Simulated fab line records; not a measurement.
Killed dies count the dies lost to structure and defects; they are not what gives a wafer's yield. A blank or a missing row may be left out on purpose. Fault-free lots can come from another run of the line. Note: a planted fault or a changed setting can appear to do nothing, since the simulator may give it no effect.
Struck lot and sound lot, side by side    flow sky130    14 steps out of a route of 708
Sound: wafers L535.3, L535.4, L535.5. The struck wafers were L546.2, L546.4, L546.5. The cause is named last.
Per side, at each step with rows, come the tool, then ch with its chambers, and then its first start. Under that, the readings that differ: sound wafers    struck wafers    difference of the means    sigmas: that difference in standard deviations of wafers without a fault.
alike: a reading whose means differ by less than 2 such deviations, as well as words and numbers matching on both sides. not compared: withheld readings; readings where some wafer has no value; bounds like >300 that might hide an equal value; numbers whose values overlap and for which the record gives no deviation.
A row with sigmas, a row that says differs or no value, or rows on one side alone: a step with any of these is where the two part. Numbers that don't overlap but have no deviation are shown without sigmas and don't part them. Lack of a reading on every wafer of one side parts them only where that side has two or more wafers.

SKY_CAP2M_OVL_MEAS_12:
  struck on overlay-02, day 43 12:43; sound on overlay-02, day 40 20:08
  alike: CAP2M_OVL
SKY_CAP2M_METAL_ETCH_13: etches TiN in Cl2/BCl3, stops on SiO2, target depth 220 nm, time 62.9 s.
  sound on rie metal-03 ch 0,1, day 40 20:11; struck on rie metal-04 ch 0,1, day 43 12:45
  alike: drypump motor current A, oes product au, throttle valve pct
  not compared: rf hours counter h
SKY_CAP2M_STRIP_14: strips in O2/N2.
  sound on plasma asher-03 ch 0,1, day 40 20:16; struck on plasma asher-01 ch 0,1, day 43 12:50
reading                      sound        struck       difference  sigmas
drypump motor current A (A)  5.0 4.8 5.0  5.7 6.0 6.0  +1.0        +2
  alike: oes product au, strip time to endpoint s
  not compared: rf hours counter h
then, 9 steps without rows for these wafers: SKY_CAP2M_STRIP_15 (strips in post etch residue remover, time 1200 s); SKY_CAP2M_CLEAN_16 (cleans in IPA, time 180 s); SKY_CAP2M_CLEAN_17 (cleans in O3/DIW); SKY_METAL4_DEHYDRATE_05 (time 60 s); SKY_METAL4_HMDS_06 (prime time 60 s); SKY_METAL4_COAT_07 (resist thk 60 nm); SKY_METAL4_COAT_08 (resist thk 1140 nm); SKY_METAL4_SOFTBAKE_09 (time 90 s); SKY_METAL4_EXPOSE_10 (exposes mask MM4, target cd 300 nm).
SKY_METAL4_PEB_11:
  sound on litho track-03 ch 0, day 41 21:00; struck on litho track-01, day 44 11:00
reading          sound           struck  difference                     sigmas
exhaust pa (Pa)  45.4 45.8 45.4  - - -   no value on the struck wafers  
  not compared: chill plate temp C
then, 1 step without rows for these wafers: SKY_METAL4_DEVELOP_12 (develop time 60 s).

== WHERE THEY PART ==
Last at SKY_METAL4_PEB_11 as far as this record goes, first at SKY_CAP2M_STRIP_14.

WHY: what the simulator had put in
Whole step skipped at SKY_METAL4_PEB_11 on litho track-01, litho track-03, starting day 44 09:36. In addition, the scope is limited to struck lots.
